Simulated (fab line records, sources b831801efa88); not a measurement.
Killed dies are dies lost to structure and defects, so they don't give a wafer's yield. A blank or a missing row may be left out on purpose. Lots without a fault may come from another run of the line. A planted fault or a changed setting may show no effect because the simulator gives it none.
A struck lot beside a sound one | flow gf180mcu | 15 steps out of a route of 602
Sound: wafers L120.3, L120.5, L120.6. Struck: wafers L132.1, L132.2, L132.3. The cause comes at the end.
At each step with rows: each side's tool, then ch and its chambers, then its first start. Under that, the readings that differ: sound wafers | struck wafers | difference of the means | sigmas: that difference in standard deviations of wafers without a fault.
alike: readings whose means differ by less than 2 such deviations, and words and numbers that are the same on both sides. not compared: withheld readings, readings that some wafer has no value for, bounds like >300 that may hide the same value, and numbers for which the record gives no deviation and whose values overlap.
The two part at a step that has a row with sigmas, a row that says differs or no value, or rows on one side only. Numbers that don't overlap but have no deviation are shown without sigmas and don't part them. A reading that every wafer of one side lacks parts them only if that side has two wafers or more.

first, 1 step without rows for these wafers: GF_HV_LDD_IMPLANT_21.
GF_HV_LDD_STRIP_22: strips in O2/N2.
  sound on plasma_asher-01 ch 0,1, day 10 17:10; struck on plasma_asher-01 ch 0,1, day 14 12:28
  alike: drypump_motor_current_A, heater_power_w, oes_product_au, strip_time_to_endpoint_s
  not compared: rf_hours_counter_h
GF_HV_LDD_TW_MEAS_23:
  sound on film_metro-02, day 10 17:16; struck on film_metro-04, day 14 12:34
  alike: HV_LDD_2_TW
then, 7 steps without rows for these wafers: GF_HV_LDD_DEHYDRATE_24 (time 60 s); GF_HV_LDD_HMDS_25 (prime time 60 s); GF_HV_LDD_COAT_26 (resist thk 1000 nm); GF_HV_LDD_SOFTBAKE_27 (time 60 s); GF_HV_LDD_EXPOSE_28 (exposes mask Nplus HV AREA, target cd 400 nm); GF_HV_LDD_PEB_29; GF_HV_LDD_DEVELOP_30 (develop time 60 s).
GF_HV_LDD_CD_MEAS_31: target cd 400 nm.
  sound on cd_sem-01, day 11 12:03; struck on cd_sem-01, day 15 09:16
  alike: cd_nm
GF_HV_LDD_OVL_MEAS_32:
  sound on overlay-02, day 11 12:08; struck on overlay-02, day 15 09:23
  alike: HV_LDD_02_OVL
GF_HV_LDD_IMPLANT_33:
  sound on implanter-03 ch 0, day 11 12:13; struck on implanter-03 ch 0, day 15 09:25
  reading            | sound                         | struck                        | difference | sigmas
  dose_ions_cm2      | 7.495e+12 7.502e+12 7.503e+12 | 8.104e+12 8.095e+12 8.112e+12 | +6.037e+11 | +75
  faraday_current_uA | 41.3 40.9 41.9                | 44.4 45.0 47.0                | +4.1       | +5
  alike: beam_on_s, end_station_pressure_torr
then, 1 step without rows for these wafers: GF_HV_LDD_IMPLANT_34.
-- the record jumps here: 17 days lie between the struck wafers' starts before and after (it left off in module HV_LDD and takes up again in module PASSIVATION, whose first step shown is number 602 of the route) --
GF_PASSIVATION_PROBE_99:
  the record has rows for the struck wafers here (prober-02, day 32 11:18) and none for the sound ones

WHERE THEY PART
First at GF_HV_LDD_IMPLANT_33; last, within this record, at GF_PASSIVATION_PROBE_99.

WHY: what the simulator had put in
Process parameter drift: implanter-03, from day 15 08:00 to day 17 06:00, at GF_HV_LDD_IMPLANT_33. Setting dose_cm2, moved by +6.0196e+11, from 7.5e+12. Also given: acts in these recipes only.
